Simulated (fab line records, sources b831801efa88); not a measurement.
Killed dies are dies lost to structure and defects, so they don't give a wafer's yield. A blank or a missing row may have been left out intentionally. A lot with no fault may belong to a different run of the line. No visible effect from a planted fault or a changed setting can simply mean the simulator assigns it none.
A lot that was struck, set against a sound lot :: flow sky130 :: 16 out of 708 route steps
Sound: wafers L564.2, L564.3, L564.6. Struck: wafer L578.1 (left out: L578.4, L578.6 of the same lot, which were not struck); the cause appears at the end.
For every step that has rows: the tool of each side, followed by ch and its chambers, followed by its first start. Under that, the readings that differ: sound wafers :: struck wafers :: difference of the means :: sigmas: that difference in standard deviations of wafers without a fault.
alike: readings with means less than 2 such deviations apart, plus words and numbers identical on both sides. not compared: withheld readings, readings lacking a value on some wafer, bounds such as >300 that could conceal the same value, and numbers that have no deviation in the record and whose values overlap.
Wherever a step has rows on one side only, a row that says differs or no value, or a row with sigmas, the two part there. Non-overlapping numbers with no deviation appear without sigmas and do not part them. Lack of a reading on every wafer of one side parts them only where that side has two or more wafers.

first, 3 steps without rows for these wafers: SKY_METAL1_EXPOSE_12 (exposes mask MM1, target cd 140 nm); SKY_METAL1_PEB_13; SKY_METAL1_DEVELOP_14 (develop time 60 s).
SKY_METAL1_CD_MEAS_15 targets a cd of 140 nm.
  sound on cdSem-01 at day 34 07:46; struck on cdSem-02 at day 39 02:21
  alike: cdNm
SKY_METAL1_OVL_MEAS_16:
  sound on overlay-02 at day 34 07:53; struck on overlay-01 at day 39 02:28
  alike: METAL1_OVL
SKY_METAL1_DESCUM_17: chemistry O2, time 8 s.
  sound on rieMetal-03 ch 0,1, day 34 07:55; struck on rieMetal-03 ch 1, day 39 02:31
  alike: drypumpMotorCurrentA, oesProductAu
  not compared: rfHoursCounterH
SKY_METAL1_ETCH_18: etches BARC in N2/H2, stops on SiO2, time 45.9 s, target depth 60 nm.
  sound on rieMetal-03 ch 0,1, day 34 07:56; struck on rieMetal-03 ch 1, day 39 02:32
  alike: biasW, drypumpMotorCurrentA, oesProductAu, throttleValvePct
  not compared: rfHoursCounterH
SKY_METAL1_METAL_ETCH_19: etches the open film in Cl2/BCl3, stops on SiO2, target depth 360 nm, time 78 s.
  sound on rieMetal-03 ch 0,1, day 34 08:00; struck on rieMetal-03 ch 1, day 39 02:37
  alike: biasW, drypumpMotorCurrentA, oesProductAu, throttleValvePct
  not compared: rfHoursCounterH
SKY_METAL1_STRIP_20: strips in O2/N2.
  sound on plasmaAsher-02 ch 0, day 34 08:05; struck on plasmaAsher-03 ch 0, day 39 02:42
  alike: drypumpMotorCurrentA, oesProductAu, stripTimeToEndpointS
  not compared: rfHoursCounterH
then, 3 steps without rows for these wafers: SKY_METAL1_STRIP_21 (strips in post etch residue remover, time 1200 s); SKY_METAL1_CLEAN_22 (cleans in IPA, time 180 s); SKY_METAL1_CLEAN_23 (cleans in O3/DIW).
SKY_VIA1_HDPCVD_00: deposits SiO2, target thk 1030 nm, time 171.7 s.
  sound on hdpcvd-01 ch 0,1, day 34 08:45; struck on hdpcvd-01 ch 0, day 39 03:18
reading: sih4FlowSccm (sccm)
sound: 60.15 60.03 60.09
struck: 29.82
difference: -30.27
sigmas: -99 or more

reading: model.SiO2_of_VIA1_HDPCVD_00.thkNm (nm)
sound: 1034 1025 1040
struck: 500.6
difference: -532.4
sigmas: 
SKY_VIA1_THK_MEAS_01:
  sound on filmMetro-02 at day 34 08:52; struck on filmMetro-01 at day 39 03:38
reading: VIA1_HDPCVD_THK (nm)
sound: 1034 1025 1041
struck: 501
difference: -532
sigmas: -48
  not compared: hold
SKY_VIA1_CMP_02: polishes SiO2.
  sound on cmp-02 ch 0,1,2, day 34 09:01; struck on cmp-01 ch 3, day 39 07:25
reading: hold
sound: - - -
struck: awaitDispo/3.7h/release
difference: no value on the sound wafers
sigmas: 
  alike: motorCurrentA
-- the record jumps here: 11 days lie between the struck wafers' starts before and after (it left off in module VIA1 and takes up again in module PAD_OPEN, whose first step shown is number 708 of the route) --
SKY_PAD_OPEN_PROBE_99:
  sound on prober-02 at day 46 20:34; struck on prober-01 at day 50 10:07
reading: model.etest.tester.sortNPass
sound: 391 397 399
struck: 247
difference: -149
sigmas: 

reading: model.etest.tester.sortYieldPct (%)
sound: 79.47 80.69 81.1
struck: 50.2
difference: -30.2
sigmas: 

reading: model.etest.tester.sort_bin_3_pct (%)
sound: 0.813 1.423 1.423
struck: 33.33
difference: +32.11
sigmas: 

reading: model.etest.met2Comb.leakLog10AUm
sound: -12.07 -11.95 -12.17
struck: -7.153
difference: +4.910
sigmas: 

reading: model.etest.tester.sort_bin_8_pct (%)
sound: 0 0 0
struck: 0.0004143
difference: +0.0004143
sigmas: 
  alike: defectLimitedYield, killed_at_M0_to_M3, killed_at_M4_up, killedAtContacts, killedAtFrontEnd, killedAtOther, killedDies, killedOpen, killedShort
  not compared: model.etest.tester.sort_bin_4_pct

WHERE THEY PART
Last at SKY_VIA1_CMP_02 as far as this record goes, first at SKY_VIA1_HDPCVD_00. Later steps at which nothing parts them and some readings are alike: SKY_PAD_OPEN_PROBE_99.

WHY: the cause the simulator had injected
hdpcvd-01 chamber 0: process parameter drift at SKY_VIA1_HDPCVD_00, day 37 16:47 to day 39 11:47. From 60, the setting sih4FlowSccm moved by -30. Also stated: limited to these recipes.
